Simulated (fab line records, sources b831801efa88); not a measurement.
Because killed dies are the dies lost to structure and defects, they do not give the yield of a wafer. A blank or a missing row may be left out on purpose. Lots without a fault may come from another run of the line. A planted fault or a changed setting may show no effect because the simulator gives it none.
Which tool is to blame? | flow sky130 | Sampling: 12 lots, 36 wafers, 5 of 708 route steps

== WHAT THE GAUGES SHOWED, per wafer ==
The record lacks any reading of a measuring or inspecting step that a usual standard deviation could be used to judge.

== EACH LOT AND THE TOOL THAT RAN IT (in order: tool; ch and the chambers of the sampled wafers; start) ==
lot  | SKY_METAL2_CLEAN_22             | SKY_VIA3_ETCH_14                   | SKY_METAL4_SPUTTER_04        | SKY_METAL5_SPUTTER_03        | SKY_PAD_OPEN_PROBE_99
L176 | wet bench-02 ch 1, day 36 05:34 | rie diel-02 ch 1,2,3, day 40 13:32 | pvd sputter-03, day 40 15:00 | pvd sputter-02, day 43 18:19 | prober-01, day 46 19:57
L180 | wet bench-02 ch 1, day 36 06:37 | rie diel-03 ch 0,1,3, day 40 15:02 | pvd sputter-04, day 40 16:35 | pvd sputter-03, day 43 20:13 | prober-02, day 46 22:57
L175 | wet bench-01 ch 1, day 36 07:02 | rie diel-04 ch 1,2, day 40 15:11   | pvd sputter-03, day 40 16:43 | pvd sputter-02, day 43 20:19 | prober-02, day 46 23:15
L178 | wet bench-01 ch 2, day 36 07:17 | rie diel-02 ch 1,2,3, day 40 15:29 | pvd sputter-04, day 40 17:01 | pvd sputter-03, day 43 20:31 | prober-01, day 46 23:21
L177 | wet bench-01 ch 3, day 36 08:54 | rie diel-03 ch 2,3, day 40 17:47   | pvd sputter-01, day 40 19:16 | pvd sputter-04, day 43 22:37 | prober-02, day 46 23:55
L182 | wet bench-01 ch 3, day 36 11:49 | rie diel-03 ch 2,3, day 40 18:53   | pvd sputter-04, day 40 20:22 | pvd sputter-04, day 43 23:19 | prober-01, day 47 00:27
L183 | wet bench-01 ch 3, day 37 16:01 | rie diel-02 ch 0,3, day 41 20:11   | pvd sputter-01, day 41 21:39 | pvd sputter-02, day 44 23:05 | prober-01, day 47 21:05
L187 | wet bench-02 ch 3, day 42 07:28 | rie diel-02 ch 0,2,3, day 46 06:11 | pvd sputter-01, day 46 07:47 | pvd sputter-03, day 48 23:44 | prober-02, day 51 10:01
L188 | wet bench-02 ch 0, day 42 11:28 | rie diel-04 ch 0,3, day 46 08:41   | pvd sputter-03, day 46 10:16 | pvd sputter-03, day 49 00:20 | prober-02, day 51 11:34
L186 | wet bench-02 ch 3, day 42 12:49 | rie diel-02 ch 0,2,3, day 46 10:53 | pvd sputter-04, day 46 12:29 | pvd sputter-03, day 49 01:02 | prober-01, day 51 13:04
L198 | wet bench-02 ch 3, day 42 17:39 | rie diel-04 ch 0,1, day 46 20:20   | pvd sputter-04, day 46 21:51 | pvd sputter-03, day 49 10:26 | prober-02, day 51 18:17
L193 | wet bench-02 ch 2, day 42 19:26 | rie diel-04 ch 0,2, day 46 21:56   | pvd sputter-01, day 46 23:39 | pvd sputter-04, day 49 12:19 | prober-02, day 51 22:02
- SKY_METAL2_CLEAN_22: cleans in IPA, time 180 s.
- SKY_VIA3_ETCH_14: etches BARC in N2/H2, stops on SiO2, time 45.9 s, target depth 60 nm.
- SKY_METAL4_SPUTTER_04: material TiN, target thk 70 nm, time 58.3 s.
- SKY_METAL5_SPUTTER_03: material Ti, target thk 5 nm, time 3.3 s.
- SKY_PAD_OPEN_PROBE_99

== WHAT THE TOOLS THEMSELVES READ (means of the sampled wafers that have a number; where no wafer has one, the mark that the record gives instead) ==
SKY_VIA3_ETCH_14.
lot  | tool        | chamber pressure mTorr (mTorr) | drypump motor current A (A) | n2 flow sccm (sccm) | oes product au (a.u.) | rf fwd power W (W) | throttle valve pct (%)
L176 | rie diel-02 | 29.997                         | 5.5                         | 99.74               | 0.854                 | 494.1              | 13.227
L180 | rie diel-03 | 29.993                         | 5.3                         | 100.04              | 0.850                 | 493.7              | 13.226
L175 | rie diel-04 | 29.976                         | 5.7                         | 100.17              | 0.855                 | 493.6              | 13.222
L178 | rie diel-02 | 30.007                         | 5.5                         | 99.81               | 0.856                 | 493.2              | 13.221
L177 | rie diel-03 | 29.986                         | 5.8                         | 99.93               | 0.852                 | 496.8              | 13.223
L182 | rie diel-03 | 30.010                         | 5.7                         | 100.19              | 0.858                 | 495.7              | 13.220
L183 | rie diel-02 | 30.007                         | 5.9                         | 99.93               | 0.849                 | 496.3              | 13.235
L187 | rie diel-02 | 29.992                         | 5.8                         | 100.11              | 0.859                 | 494.7              | 13.220
L188 | rie diel-04 | 30.017                         | 5.6                         | 100.02              | 0.860                 | 493.9              | 13.217
L186 | rie diel-02 | 29.977                         | 5.8                         | 100.25              | 0.858                 | 495.6              | 13.230
L198 | rie diel-04 | 30.016                         | 5.6                         | 100.10              | 0.856                 | 493.2              | 13.227
L193 | rie diel-04 | 30.007                         | 5.6                         | 100.07              | 0.854                 | 495.8              | 13.225

SKY_METAL4_SPUTTER_04.
lot  | tool           | throttle valve pct (%)
L176 | pvd sputter-03 | 29.6
L180 | pvd sputter-04 | 30.5
L175 | pvd sputter-03 | 29.2
L178 | pvd sputter-04 | 30.0
L177 | pvd sputter-01 | 30.6
L182 | pvd sputter-04 | 29.9
L183 | pvd sputter-01 | 30.3
L187 | pvd sputter-01 | 29.9
L188 | pvd sputter-03 | 28.2
L186 | pvd sputter-04 | 30.7
L198 | pvd sputter-04 | 30.5
L193 | pvd sputter-01 | 30.0

SKY_METAL5_SPUTTER_03.
lot  | tool           | throttle valve pct (%)
L176 | pvd sputter-02 | 30.3
L180 | pvd sputter-03 | 29.0
L175 | pvd sputter-02 | 30.0
L178 | pvd sputter-03 | 30.6
L177 | pvd sputter-04 | 31.3
L182 | pvd sputter-04 | 30.1
L183 | pvd sputter-02 | 30.2
L187 | pvd sputter-03 | 28.9
L188 | pvd sputter-03 | 28.0
L186 | pvd sputter-03 | 29.9
L198 | pvd sputter-03 | 29.3
L193 | pvd sputter-04 | 29.5

SKY_PAD_OPEN_PROBE_99.
lot  | tool      | defect limited yield (%) | killed_at_M0_to_M3 | killed_at_M4_up | killed at contacts | killed at front end | killed at other | killed dies | killed open | killed short | sort_bin_3_pad_short (%) | sort_bin_5_function (%) | sort_bin_6_memory (%) | sort n pass | sort yield pct (%)
L176 | prober-01 | 83.6                     | 50                 | 1.3             | 17                 | 12                  | 0.3             | 80          | 41          | 39           | 0.8                      | 11.1                    | 4.5                   | 412         | 83.6
L180 | prober-02 | 82.5                     | 38                 | 4.3             | 25                 | 18                  | 0.7             | 86          | 46          | 40           | 1.0                      | 10.9                    | 5.6                   | 406         | 82.5
L175 | prober-02 | 83.3                     | 42                 | 2.7             | 24                 | 14                  | 0.0             | 82          | 42          | 40           | 0.9                      | 10.2                    | 5.6                   | 410         | 83.3
L178 | prober-01 | 83.7                     | 41                 | 4.0             | 22                 | 14                  | 0.0             | 80          | 47          | 33           | 0.5                      | 10.3                    | 5.5                   | 412         | 83.7
L177 | prober-02 | 83.4                     | 38                 | 1.7             | 26                 | 16                  | 0.3             | 82          | 42          | 40           | 0.7                      | 9.9                     | 6.0                   | 410         | 83.4
L182 | prober-01 | 79.1                     | 53                 | 4.7             | 27                 | 18                  | 0.3             | 103         | 56          | 46           | 0.6                      | 12.7                    | 7.6                   | 389         | 79.1
L183 | prober-01 | 82.8                     | 43                 | 3.7             | 22                 | 16                  | 0.7             | 85          | 49          | 36           | 0.6                      | 11.3                    | 5.4                   | 407         | 82.8
L187 | prober-02 | 82.7                     | 35                 | 3.7             | 25                 | 21                  | 0.0             | 85          | 44          | 41           | 0.6                      | 10.0                    | 6.6                   | 407         | 82.7
L188 | prober-02 | 82.9                     | 38                 | 2.0             | 30                 | 15                  | 0.0             | 84          | 47          | 37           | 1.0                      | 10.0                    | 6.1                   | 408         | 82.9
L186 | prober-01 | 82.4                     | 41                 | 6.0             | 26                 | 13                  | 0.3             | 87          | 45          | 42           | 0.8                      | 10.0                    | 6.8                   | 405         | 82.4
L198 | prober-02 | 81.1                     | 47                 | 2.7             | 23                 | 20                  | 0.0             | 93          | 46          | 47           | 0.8                      | 10.2                    | 7.8                   | 399         | 81.1
L193 | prober-02 | 74.3                     | 90                 | 3.0             | 22                 | 12                  | 0.0             | 126         | 30          | 37           | 3.7                      | 16.4                    | 5.6                   | 366         | 74.3

== THE ANSWER, worked out from the rows above alone ==
Rule: what is usual is taken from the lots themselves. Put in order of their means at a reading, lots are off if they are a third of the lots or fewer, leave a main group of 4 or more, and stand apart from it by a gap of 3 or more times the standard deviation of the main group's means; of several such gaps the widest counts. Not used: any main group whose means are identical at the precision the tables above print for the reading. A lot without any number at a reading at which 4 lots or more have one is off too. Where the step has rows for the other lots, those lots are counted as sound. The gauges are gone through in route order, then the tools' own readings, and for those a lot's mean is taken as printed above. At the first step where some lot is off, the reading lying furthest off is the one used; lots without a number count as furthest.
Off at SKY_PAD_OPEN_PROBE_99 (sort_bin_3_pad_short): L193. The main group: mean 0.8 %, standard deviation 0.16.
A tool fits if, at that step or a process step before it, it ran every lot that is off, and no sound lot after the first of them. Can't be told from this: 5 tools fit, wet bench-02 at SKY_METAL2_CLEAN_22, rie diel-04 at SKY_VIA3_ETCH_14, pvd sputter-01 at SKY_METAL4_SPUTTER_04, pvd sputter-04 at SKY_METAL5_SPUTTER_03, prober-02 at SKY_PAD_OPEN_PROBE_99.

== WHAT HAD BEEN PUT IN BY THE SIMULATOR ==
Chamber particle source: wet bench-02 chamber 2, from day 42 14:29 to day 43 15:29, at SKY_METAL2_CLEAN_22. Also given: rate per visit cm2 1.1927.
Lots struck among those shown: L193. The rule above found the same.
